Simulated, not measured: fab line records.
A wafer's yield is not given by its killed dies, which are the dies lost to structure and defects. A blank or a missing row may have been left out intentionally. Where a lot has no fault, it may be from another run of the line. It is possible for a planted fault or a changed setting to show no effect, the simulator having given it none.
Which tool was responsible? -- flow gf180mcu -- 36 wafers from 12 lots sampled at 5 of the route's 602 steps

WHAT THE GAUGES READ, wafer by wafer
GF_MVPSD_TW_MEAS_11.
lot,measured,on,MVPSD_TW
L576,day 5 07:52,film metro-01,553 555 550
L577,day 5 12:03,film metro-02,544 544 544
L580,day 6 06:23,film metro-02,551 552 554
L582,day 6 18:25,film metro-01,552 552 550
L583,day 6 23:52,film metro-04,555 558 559
L585,day 7 10:23,film metro-02,508 512 507
L586,day 7 21:52,film metro-02,510 511 509
L590,day 8 18:56,film metro-02,551 551 550
L592,day 9 10:18,film metro-04,558 554 556
L595,day 10 07:12,film metro-04,550 554 553
L597,day 10 15:30,film metro-04,554 553 551
L598,day 10 20:23,film metro-02,553 553 553

GF_VT_IMPLANT_RS_MEAS_46: a four-point-probe measurement.
lot,measured,on,MVSD_RS (ohm/sq)
L576,day 7 23:54,film metro-02,457.2 456.5 457.0
L577,day 8 00:24,film metro-04,456.9 457.4 457.0
L580,day 8 20:52,film metro-04,457.0 457.4 456.9
L582,day 9 12:16,film metro-02,454.6 453.4 453.7
L583,day 9 14:08,film metro-04,457.8 457.3 457.6
L585,day 10 06:45,film metro-04,456.7 456.5 456.7
L586,day 10 18:44,film metro-04,456.4 456.2 457.1
L590,day 11 18:31,film metro-02,456.5 457.7 456.4
L592,day 12 11:32,film metro-04,455.1 456.7 456.3
L595,day 13 11:55,film metro-02,454.1 457.1 455.8
L597,day 13 21:35,film metro-04,456.7 455.5 456.4
L598,day 14 03:31,film metro-04,455.5 456.6 456.4

GF_VT_IMPLANT_RS_MEAS_49: a four-point-probe measurement.
lot,measured,on,MVPSD_RS (ohm/sq)
L576,day 8 00:16,film metro-02,1168.3 1167.2 1170.5
L577,day 8 00:46,film metro-04,1174.3 1179.6 1171.0
L580,day 8 21:13,film metro-04,1172.2 1173.7 1170.1
L582,day 9 12:37,film metro-02,1168.1 1166.7 1168.5
L583,day 9 14:30,film metro-04,1169.2 1170.6 1169.5
L585,day 10 07:07,film metro-04,1358.1 1360.3 1360.4
L586,day 10 19:06,film metro-04,1361.6 1361.4 1357.5
L590,day 11 18:53,film metro-02,1173.0 1175.2 1171.8
L592,day 12 11:53,film metro-04,1169.6 1168.0 1169.7
L595,day 13 12:16,film metro-02,1173.2 1169.9 1171.0
L597,day 13 21:57,film metro-04,1171.1 1171.1 1170.6
L598,day 14 03:53,film metro-04,1165.9 1170.0 1168.6

GF_DUAL_GATE_OVL_MEAS_11.
lot,measured,on,DUAL_GATE_OVL (nm)
L576,day 8 18:46,overlay-01,1.9 1.5 1.5
L577,day 8 20:15,overlay-01,-1.2 0.3 0.1
L580,day 9 17:29,overlay-01,0.9 0.7 -0.1
L582,day 10 09:09,overlay-02,-2.3 -1.4 -3.1
L583,day 10 12:22,overlay-01,0.6 0.4 1.5
L585,day 11 03:49,overlay-01,-1.0 -1.0 -2.0
L586,day 11 15:43,overlay-01,0.7 -0.1 0.5
L590,day 12 15:31,overlay-01,-1.0 1.5 1.7
L592,day 13 09:12,overlay-01,0.0 -1.0 -1.7
L595,day 14 12:28,overlay-01,-0.3 -3.2 -1.3
L597,day 14 22:18,overlay-01,-0.9 -1.8 -0.2
L598,day 15 01:53,overlay-02,-1.5 -1.1 -0.6

EACH LOT AND THE TOOL THAT RAN IT (in order: tool; ch and the chambers of the sampled wafers; start)
lot,GF_MVPSD_IMPLANT_08
L576,"implanter-02 ch 0, day 5 07:28"
L577,"implanter-03 ch 0, day 5 11:39"
L580,"implanter-04 ch 0, day 6 06:01"
L582,"implanter-03 ch 0, day 6 18:01"
L583,"implanter-02 ch 0, day 6 23:30"
L585,"implanter-04 ch 0, day 7 10:01"
L586,"implanter-04 ch 0, day 7 21:29"
L590,"implanter-02 ch 0, day 8 18:32"
L592,"implanter-02 ch 0, day 9 09:54"
L595,"implanter-04 ch 0, day 10 06:48"
L597,"implanter-04 ch 0, day 10 15:06"
L598,"implanter-04 ch 0, day 10 19:58"
- GF_MVPSD_IMPLANT_08

AS READ BY THE TOOLS THEMSELVES (means over the sampled wafers that have a number; for cases with no such wafer, the mark the record gives instead)
GF_MVPSD_IMPLANT_08.
lot,tool,dose ions cm2,faraday current uA
L576,implanter-02,1.4963e+13,86.0
L577,implanter-03,1.4996e+13,84.8
L580,implanter-04,1.4991e+13,85.4
L582,implanter-03,1.4976e+13,83.8
L583,implanter-02,1.5009e+13,85.0
L585,implanter-04,1.1073e+13,62.9
L586,implanter-04,1.1073e+13,60.7
L590,implanter-02,1.5010e+13,84.8
L592,implanter-02,1.5002e+13,85.4
L595,implanter-04,1.4988e+13,84.6
L597,implanter-04,1.4992e+13,85.7
L598,implanter-04,1.4984e+13,84.3

THE ANSWER, worked out from the rows above alone
Rule: the usual values come from the lots themselves. The widest of any qualifying gaps counts: lots, ordered by their means at a reading, are off when they make up no more than a third of the lots, leave a main group of 4 or more, and stand apart from it by 3 or more times the standard deviation of that group's means. Not used: any main group whose means are identical at the precision the tables above print for the reading. Also off: a lot with no number at a reading for which 4 or more lots have one. The other lots that the step has rows for count as sound. After the gauges, taken in route order, come the tools' own readings; for these a lot's mean is taken, as printed above. At the first step where some lot is off, the reading lying furthest off is the one used; lots without a number count as furthest.
Off: L585, L586, seen at GF_MVPSD_TW_MEAS_11 (MVPSD_TW). Mean 552 and standard deviation 3.4 in the main group.
A tool fits if, at a process step before that reading, it ran every lot that is off, and no sound lot after the first of them. Not tried: the gauges at GF_MVPSD_TW_MEAS_11; whatever is off there is also off at GF_VT_IMPLANT_RS_MEAS_49, on other tools, and gauge error can't account for it. None of those tried fits.

WHAT HAD BEEN PUT IN BY THE SIMULATOR
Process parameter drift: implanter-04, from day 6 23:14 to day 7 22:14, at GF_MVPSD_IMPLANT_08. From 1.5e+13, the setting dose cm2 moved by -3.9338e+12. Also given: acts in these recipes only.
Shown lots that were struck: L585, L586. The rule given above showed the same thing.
